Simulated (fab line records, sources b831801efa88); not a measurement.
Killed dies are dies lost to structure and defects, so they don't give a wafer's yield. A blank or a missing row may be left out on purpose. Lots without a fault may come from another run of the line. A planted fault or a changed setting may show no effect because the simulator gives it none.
fab line records | flow sfq_line
record lots=7 wafers=18 last_day=92
route steps=325 shown M3@129 I3@133
lots that met no fault: from a run of the same line without faults
start_h: hours from the record's first day to the start of the lot's first wafer shown | wait_h: hours since the lot's step before | " the same as in the row above | L1.1+2: a row that stands for several wafers | - no value, or no start given | * or withheld: withheld | < > ~ a bound
route shown NAME@n: a module of which the file shows steps, and the number in the route of the first | usual: mean/standard deviation of fault-free wafers | same: alike in all rows | chamber/n: place in a boat | sites: the reading at each site | _std_site: their standard deviation | _edge_site: outer sites' mean less inner sites' | radius_mm: how far each site lies from the wafer's centre | mask NAME#n: copy n | behind: the tool/chamber that last shaped the wafer | hold: why the lot was held/for how many hours/how that ended | device: the transistor (n, p or np) that didn't switch | end of line: the same wafers' tests at the end of the route | a step without rows: its recipe alone | killed: dies lost to structure and defects at the first sort, not the wafer's yield | map: a wafer's dies, x killed, . not, _ none there
set.NAME: the setting as run; set.NAME@STEP: as run at that earlier step | model.NAME: the simulator's own value behind a step, which no gauge read
lots at some steps of the route; a table a step, a row a wafer
services: from which hour (start_h, from the record's first day; less than 0 if before it) a tool's chamber was out of use, for how many hours, and why
## steps
# step SFQ_TRILAYER_M3_BARC_OPEN_METAL_ETCH_100
# recipe mask_material=PR chemistry=O2 target_depth_nm=125 target=BARC icp_w=600 bias_w=80 pressure_mtorr=10 time_s=41.7
# usual drypump_motor_current_A=5.8/0.34 oes_product_au=0.685/0.0044
# same time_s=41.7
# columns lot.wafer tool chamber start_h wait_h drypump_motor_current_A oes_product_au rf_hours_counter_h
L257.1 rie_metal-02 0 929.56 0.0 5.5 0.682 46
L257.5 " 1 " " 6.3 0.680 -
L259.5 rie_metal-02 0 942.93 0.0 5.5 0.685 -
L259.6 " 1 " " 6.3 0.680 -
L260.2 rie_metal-04 0 954.89 0.0 5.8 0.690 113
L260.5 " 0 " " 5.8 0.687 -
L263.3 rie_metal-01 1 1017.68 0.0 5.4 0.686 -
L263.4 " 0 " " 5.5 0.691 -
L263.6 " 0 " " 5.5 0.680 -
L266.2 rie_metal-04 0 1040.46 0.0 5.8 0.683 124
L266.4 " 0 " " 5.8 0.683 -
L266.5 " 0 " " 5.8 0.687 -
L270.1 rie_metal-02 0 1084.98 0.0 5.5 0.691 66
L270.2 " 1 " " 6.3 0.685 126
L270.6 " 1 " " 6.3 0.680 -
L271.1 rie_metal-02 0 1095.50 0.0 5.5 0.691 68
L271.4 " 0 " " 5.5 0.685 -
L271.6 " 0 " " 5.5 0.690 -
# step SFQ_TRILAYER_M3_ETCH_METAL_ETCH_078
# recipe target=Nb stop_on=SiO2 mask_material=PR chemistry=Cl2/Ar target_depth_nm=240 icp_w=600 bias_w=80 pressure_mtorr=10 time_s=120
# usual drypump_motor_current_A=5.8/0.34 oes_product_au=0.893/0.0071
# same time_s=120
# columns lot.wafer tool chamber start_h wait_h drypump_motor_current_A oes_product_au rf_hours_counter_h
L257.1 rie_metal-02 0 929.62 0.0 5.5 0.894 46
L257.5 " 1 " " 6.3 0.896 -
L259.5 rie_metal-02 0 943.03 0.1 5.5 0.889 -
L259.6 " 1 " " 6.3 0.892 -
L260.2 rie_metal-04 0 954.95 0.0 5.8 0.889 113
L260.5 " 0 " " 5.8 0.882 -
L263.3 rie_metal-01 1 1017.76 0.1 5.4 0.889 -
L263.4 " 0 " " 5.5 0.904 -
L263.6 " 0 " " 5.5 0.902 -
L266.2 rie_metal-04 0 1040.52 0.0 5.8 0.880 124
L266.4 " 0 " " 5.8 0.894 -
L266.5 " 0 " " 5.8 0.890 -
L270.1 rie_metal-02 0 1085.04 0.0 5.5 0.893 67
L270.2 " 1 " " 6.3 0.892 126
L270.6 " 1 " " 6.3 0.903 -
L271.1 rie_metal-02 0 1095.56 0.0 5.5 0.885 68
L271.4 " 0 " " 5.5 0.894 -
L271.6 " 0 " " 5.5 0.891 -
# step SFQ_TRILAYER_M3_STRIP_STRIP_079
# recipe gas=O2 power_w=200 platen_temp_c=40 overash_fraction=0.65 chemistry=O2 pressure_mtorr=50
# step SFQ_TRILAYER_M3_STRIP_SOLV_CLEAN_080
# recipe chemistry=NMP temp_c=70 time_s=600
# step SFQ_TRILAYER_I3_DEP_PECVD_081
# recipe material=SiO2 temp_c=150 time_s=111.11 pressure_torr=2.4 rf_w=183.3 precursor=SiH4/N2O target_thk_nm=500
# step SFQ_TRILAYER_I3_CMP_CMP_082
# recipe material=SiO2 down_force_psi=3 platen_rpm=60 pad_velocity_m_s=0.94248
# usual head_pressure_psi=3.000/0.0065 motor_current_A=10.1/1.1 platen_rpm=60.00/0.04 time_to_endpoint_s=215/7.3
# columns lot.wafer tool chamber start_h wait_h head_pressure_psi motor_current_A platen_rpm time_to_endpoint_s
L257.1 cmp-02 1 934.60 4.0 2.990 9.7 59.97 214
L257.5 " 0 936.10 5.5 2.989 10.5 60.02 218
L259.5 cmp-01 0 945.93 2.0 3.009 9.1 60.02 224
L259.6 " 1 " " 3.001 10.7 60.03 218
L260.2 cmp-02 0 956.43 0.5 3.008 10.1 60.01 221
L260.5 " 0 958.43 2.5 2.998 10.5 59.98 223
L263.4 cmp-02 2 1019.20 0.5 2.994 8.1 60.01 220
L263.3 " 3 " " 3.003 11.4 60.01 212
L263.6 " 1 1020.70 2.0 3.004 10.0 60.02 226
L266.2 cmp-01 0 1042.00 0.5 2.987 8.8 60.00 211
L266.4 " 1 " " 2.991 10.7 59.96 224
L266.5 " 0 1044.00 2.5 3.000 9.3 59.97 221
L270.2 cmp-02 2 1093.72 7.7 3.008 8.1 59.98 208
L270.1 " 0 1094.72 8.7 2.996 10.6 59.98 215
L270.6 " 2 1095.72 9.7 3.002 7.8 60.01 217
L271.1 cmp-02 0 1102.22 5.7 2.997 10.3 60.00 208
L271.4 " 3 1103.72 7.2 3.012 11.1 59.98 212
L271.6 " 1 1104.72 8.2 3.000 10.0 59.98 205
# step SFQ_I3_BOW_MEAS_922
# recipe mode=bow
# usual I3_BOW=3/8.5
# columns lot.wafer tool chamber start_h wait_h I3_BOW[um]
L257.1 film_metro-02 - 936.60 1.5 -3
L257.5 " - " " 1
L259.5 film_metro-04 - 947.01 0.6 6
L259.6 " - " " 6
L260.2 film_metro-01 - 958.95 2.0 6
L260.5 " - " " -2
L263.3 film_metro-02 - 1021.74 1.5 1
L263.4 " - " " 8
L263.6 " - " " 8
L266.2 film_metro-02 - 1044.52 2.0 17
L266.4 " - " " 1
L266.5 " - " " 3
L270.1 film_metro-01 - 1096.22 1.0 -2
L270.2 " - " " 7
L270.6 " - " " 5
L271.1 film_metro-04 - 1105.22 2.5 -8
L271.4 " - " " -19
L271.6 " - " " -16
# step SFQ_TRILAYER_I3_METRO_MEASURE_083
# usual thk_nm=200.2/1.1
# columns lot.wafer tool chamber start_h wait_h thk_nm
L257.1 film_metro-02 - 936.72 0.1 199.7
L257.5 " - " " 200.1
L259.5 film_metro-04 - 947.85 0.8 201.1
L259.6 " - " " 201.3
L260.2 film_metro-01 - 959.25 0.3 202.0
L260.5 " - " " 202.6
L263.3 film_metro-02 - 1022.22 0.5 201.6
L263.4 " - " " 201.2
L263.6 " - " " 201.0
L266.2 film_metro-02 - 1044.82 0.3 198.7
L266.4 " - " " 199.4
L266.5 " - " " 199.0
L270.1 film_metro-01 - 1096.34 0.1 201.0
L270.2 " - " " 199.1
L270.6 " - " " 199.6
L271.1 film_metro-04 - 1105.34 0.1 199.8
L271.4 " - " " 198.3
L271.6 " - " " 200.3
# step SFQ_TRILAYER_I3_VIA_LITHO_COAT_090
# recipe resist=BARC spin_rpm=3000 resist_thk_nm=62
# step SFQ_TRILAYER_I3_VIA_LITHO_COAT_085
# recipe resist=KrF spin_rpm=3000 resist_thk_nm=650
# step SFQ_TRILAYER_I3_VIA_LITHO_SOFTBAKE_089
# recipe temp_c=withheld time_s=withheld resist=KrF
# step SFQ_TRILAYER_I3_VIA_LITHO_EXPOSE_086
# recipe mask_id=I3 na=0.6 source_shape=conventional sigma_outer=0.65 target_cd_nm=500 dose_mj=21.3
# step SFQ_TRILAYER_I3_VIA_LITHO_PEB_088
# recipe peb_temp_c=115 peb_time_s=60 resist=KrF
# columns lot.wafer tool chamber start_h wait_h
L257.1+5 litho_track-03 0 1096.37 1.0
L259.5+6 litho_track-03 0 1110.87 0.3
L260.2+5 litho_track-03 0 1119.19 0.8
L263.3+4+6 litho_track-02 0 1166.14 0.7
L266.2+4+5 litho_track-01 0 1178.12 0.8
L270.1+2+6 litho_track-02 0 1226.37 1.0
L271.1+4+6 litho_track-03 0 1234.77 1.0
# step SFQ_TRILAYER_I3_VIA_LITHO_DEVELOP_087
# recipe time_s=60 resist=KrF
# step SFQ_I3_OVL_MEAS_923
# usual I3_OVL=0/6.2
# columns lot.wafer tool chamber start_h wait_h I3_OVL[nm]
L257.1 overlay-02 - 1096.67 0.1 12
L257.5 " - " " 9
L259.5 overlay-01 - 1111.09 0.0 6
L259.6 " - " " -2
L260.2 overlay-02 - 1119.47 0.1 0
L260.5 " - " " 13
L263.3 overlay-01 - 1166.40 0.1 0
L263.4 " - " " -3
L263.6 " - " " -2
L266.2 overlay-02 - 1178.40 0.1 0
L266.4 " - " " 0
L266.5 " - " " 7
L270.1 overlay-01 - 1226.67 0.1 0
L270.2 " - " " 9
L270.6 " - " " 8
L271.1 overlay-01 - 1235.07 0.1 2
L271.4 " - " " -2
L271.6 " - " " -10
# step SFQ_TRILAYER_I3_VIA_BARC_OPEN_VIA_ETCH_121
# recipe mask_material=PR chemistry=O2 target_depth_nm=125 target=BARC source_w=500 bias_w=80 pressure_mtorr=30 time_s=41.7
# usual drypump_motor_current_A=5.7/0.34 oes_product_au=0.685/0.0044
# same time_s=41.7
# columns lot.wafer tool chamber start_h wait_h drypump_motor_current_A oes_product_au rf_hours_counter_h model.I3.cd_nm
L257.1 rie_diel-02 1 1096.70 0.0 5.6 0.682 3 502.2
L257.5 " 2 " " 6.1 0.692 - 520.9
L259.5 rie_diel-02 3 1111.12 0.0 5.6 0.680 - 520.2
L259.6 " 2 " " 6.1 0.685 - 519.5
L260.2 rie_diel-02 1 1119.50 0.0 5.6 0.689 3 496.8
L260.5 " 3 " " 5.6 0.687 - 518.4
L263.3 rie_diel-02 2 1166.43 0.0 6.1 0.691 4 501
L263.4 " 1 " " 5.6 0.689 3 499.7
L263.6 " 1 " " 5.6 0.683 - 499.5
L266.2 rie_diel-03 2 1178.43 0.0 5.9 0.686 17 500.3
L266.4 " 1 " " 6.5 0.686 12 500.8
L266.5 " 3 " " 5.6 0.680 - 501.3
L270.1 rie_diel-02 0 1226.71 0.0 5.6 0.688 19 500.3
L270.2 " 3 " " 5.6 0.691 18 501.1
L270.6 " 0 " " 5.6 0.672 - 500.3
L271.1 rie_diel-03 0 1235.11 0.0 5.3 0.684 14 497.4
L271.4 " 2 " " 5.9 0.693 18 498.1
L271.6 " 3 " " 5.6 0.690 - 499.1
# step SFQ_TRILAYER_I3_VIA_ETCH_VIA_ETCH_088
# recipe target=SiO2 stop_on=Nb mask_material=PR taper_deg=20 chemistry=CHF3 target_depth_nm=260 source_w=500 bias_w=80 pressure_mtorr=30 time_s=withheld
# usual drypump_motor_current_A=5.7/0.34 oes_product_au=0.856/0.0059
# columns lot.wafer tool chamber start_h wait_h drypump_motor_current_A oes_product_au model.I3.cd_nm
L257.1 rie_diel-02 1 1096.74 0.0 5.6 0.848 501.1
L257.5 " 2 " " 6.1 0.853 524.8
L259.5 rie_diel-02 3 1111.20 0.1 5.6 0.854 522.6
L259.6 " 2 " " 6.1 0.862 523.6
L260.2 rie_diel-02 1 1119.54 0.0 5.6 0.864 495.7
L260.5 " 3 " " 5.6 0.853 521.6
L263.3 rie_diel-02 2 1166.47 0.0 6.1 0.865 504.1
L263.4 " 1 " " 5.6 0.861 497.8
L263.6 " 1 " " 5.6 0.860 499.1
L266.2 rie_diel-03 2 1178.47 0.0 5.9 0.843 501.8
L266.4 " 1 " " 6.5 0.853 501.9
L266.5 " 3 " " 5.6 0.859 503.6
L270.1 rie_diel-02 0 1226.75 0.0 5.6 0.861 501
L270.2 " 3 " " 5.6 0.856 501.6
L270.6 " 0 " " 5.6 0.866 500.6
L271.1 rie_diel-03 0 1235.15 0.0 5.3 0.853 497.6
L271.4 " 2 " " 5.9 0.844 497.9
L271.6 " 3 " " 5.6 0.861 501.6
# step SFQ_TRILAYER_I3_VIA_STRIP_STRIP_089
# recipe gas=O2 power_w=200 platen_temp_c=40 overash_fraction=0.65 chemistry=O2 pressure_mtorr=50
# usual drypump_motor_current_A=5.72/0.3 oes_product_au=1.000/0.0082
# same overash_fraction=0.65
# columns lot.wafer tool chamber start_h wait_h drypump_motor_current_A oes_product_au rf_hours_counter_h
L257.1 rie_metal-01 0 1096.86 - 5.52 1.000 15
L257.5 " 0 " " 5.51 1.005 -
L259.5 rie_metal-01 0 1111.66 - 5.54 1.006 -
L259.6 " 1 " " 5.44 0.990 -
L260.2 rie_metal-01 1 1119.66 - 5.45 1.000 126
L260.5 " 0 " " 5.52 1.013 -
L263.3 rie_metal-03 0 1166.78 - 5.94 1.002 -
L263.4 " 1 " " 5.76 0.999 -
L263.6 " 1 " " 5.74 0.997 -
L266.2 rie_metal-03 1 1178.58 - 5.74 0.994 115
L266.4 " 0 " " 5.91 0.989 -
L266.5 " 0 " " 5.89 0.980 -
L270.1 rie_metal-02 0 1226.86 - 5.45 0.983 88
L270.2 " 1 " " 6.30 1.006 0
L270.6 " 1 " " 6.31 1.007 -
L271.1 rie_metal-03 0 1235.26 - 5.89 0.989 18
L271.4 " 0 " " 5.87 0.992 -
L271.6 " 1 " " 5.76 1.001 -
## services
# columns tool chamber start_h hours kind
cmp-02 - 919.08 4.0 pm
rie_diel-03 3 966.95 4.4 repair
rie_diel-03 1 982.83 4.6 repair
rie_diel-02 2 1016.32 2.4 repair
rie_diel-03 2 1018.31 3.8 repair
cmp-02 - 1021.70 5.3 pm
cmp-02 - 1029.37 0.6 repair
rie_metal-04 - 1038.78 0.9 repair
rie_diel-02 3 1045.49 34.7 repair
rie_diel-03 0 1048.70 6.8 repair
rie_metal-02 - 1053.20 2.8 pm
rie_metal-01 1 1062.94 5.3 repair
rie_diel-02 2 1072.22 6.4 repair
rie_diel-03 1 1106.00 12.7 repair
cmp-02 - 1117.07 2.5 repair
cmp-02 - 1118.40 0.5 repair
rie_diel-02 0 1118.78 8.1 repair
rie_diel-03 0 1134.63 2.5 repair
rie_diel-02 0 1148.75 2.4 repair
rie_diel-02 3 1167.78 4.5 repair
rie_diel-03 - 1173.39 0.9 repair
cmp-02 - 1173.59 6.9 pm
cmp-02 - 1208.86 0.6 repair
rie_metal-02 1 1216.63 4.5 repair
## key
first_sign none at tools or gauges
model_effect step=SFQ_TRILAYER_I3_VIA_BARC_OPEN_VIA_ETCH_121 value=I3.cd_nm without=499.5 struck=519.8
model_effect step=SFQ_TRILAYER_I3_VIA_ETCH_VIA_ETCH_088 value=I3.cd_nm without=502.9 struck=523.1
met_at SFQ_TRILAYER_I3_VIA_LITHO_PEB_088
struck_wafers L257.5,L259.5,L259.6,L260.5
fault kind=process_parameter_drift tool=litho_track-03 chamber=- onset_h=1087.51 steps=SFQ_TRILAYER_I3_VIA_LITHO_PEB_088 channel=peb_time_s offset=* shape=step end_h=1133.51 scope=struck_wafers_only acts_in=* stated=*
